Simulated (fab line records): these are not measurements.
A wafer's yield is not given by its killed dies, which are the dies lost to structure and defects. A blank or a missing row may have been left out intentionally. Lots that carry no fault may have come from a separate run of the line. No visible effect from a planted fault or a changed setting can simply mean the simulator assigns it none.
One fault through the eyes of 2 desks + flow sky130 + every desk sees just its own numbers, and what lay behind them comes last

FOR THE TOOL OWNER'S DESK: pvd-sputter-04
The tool's own readings at SKY_METAL5_SPUTTER_01 (material TiN, target thk 20 nm, time 16.7 s): means of the sampled wafers that have a number, for each lot that ran on this tool. Any lot whose mean is over 4 standard deviations away from the usual mean is out of limits and marked OUT; that distance is given in the brackets.
Columns: A = throttle-valve-pct at SKY_METAL5_SPUTTER_01, usual 29.9 %
| lot  | first seen here | A    |
|------|-----------------|------|
| L134 | day 43 22:45    | 30.0 |
| L144 | day 46 12:46    | 30.5 |
| L145 | day 47 03:38    | 30.7 |
Finding of this desk: none of the 3 lots has anything out of limits.

FROM THE METROLOGY DESK
Lot by lot, what the gauges showed, no matter which tool ran the lot: averages of those sampled wafers that carry a number. Any lot whose mean is over 4 standard deviations away from the usual mean is out of limits and marked OUT; that distance is given in the brackets.
Columns: A = VIA4_OVL at SKY_VIA4_OVL_MEAS_11, usual 0.6 nm; B = VIA4_W_RS at SKY_VIA4_RS_MEAS_19, usual 0.2260 ohm/sq; C = VIA4_W_THK at SKY_VIA4_THK_MEAS_20, usual 514 nm
| lot  | first seen here | A    | B      | C   |
|------|-----------------|------|--------|-----|
| L130 | day 42 19:35    | 0.7  | 0.2234 | 521 |
| L134 | day 43 21:17    | 2.6  | 0.2244 | 519 |
| L144 | day 46 11:20    | -1.4 | 0.2269 | 511 |
| L145 | day 47 01:59    | -0.0 | 0.2265 | 511 |
| L151 | day 48 03:18    | 4.2  | 0.2241 | 520 |
| L150 | day 48 09:14    | 0.0  | 0.2242 | 513 |
Finding of this desk: none of the 6 lots has anything out of limits.

BROUGHT TOGETHER
The tool owner's desk saw nothing out of limits.
Nothing out of limits was seen by the metrology desk.

WHAT HAD BEEN PUT IN BY THE SIMULATOR
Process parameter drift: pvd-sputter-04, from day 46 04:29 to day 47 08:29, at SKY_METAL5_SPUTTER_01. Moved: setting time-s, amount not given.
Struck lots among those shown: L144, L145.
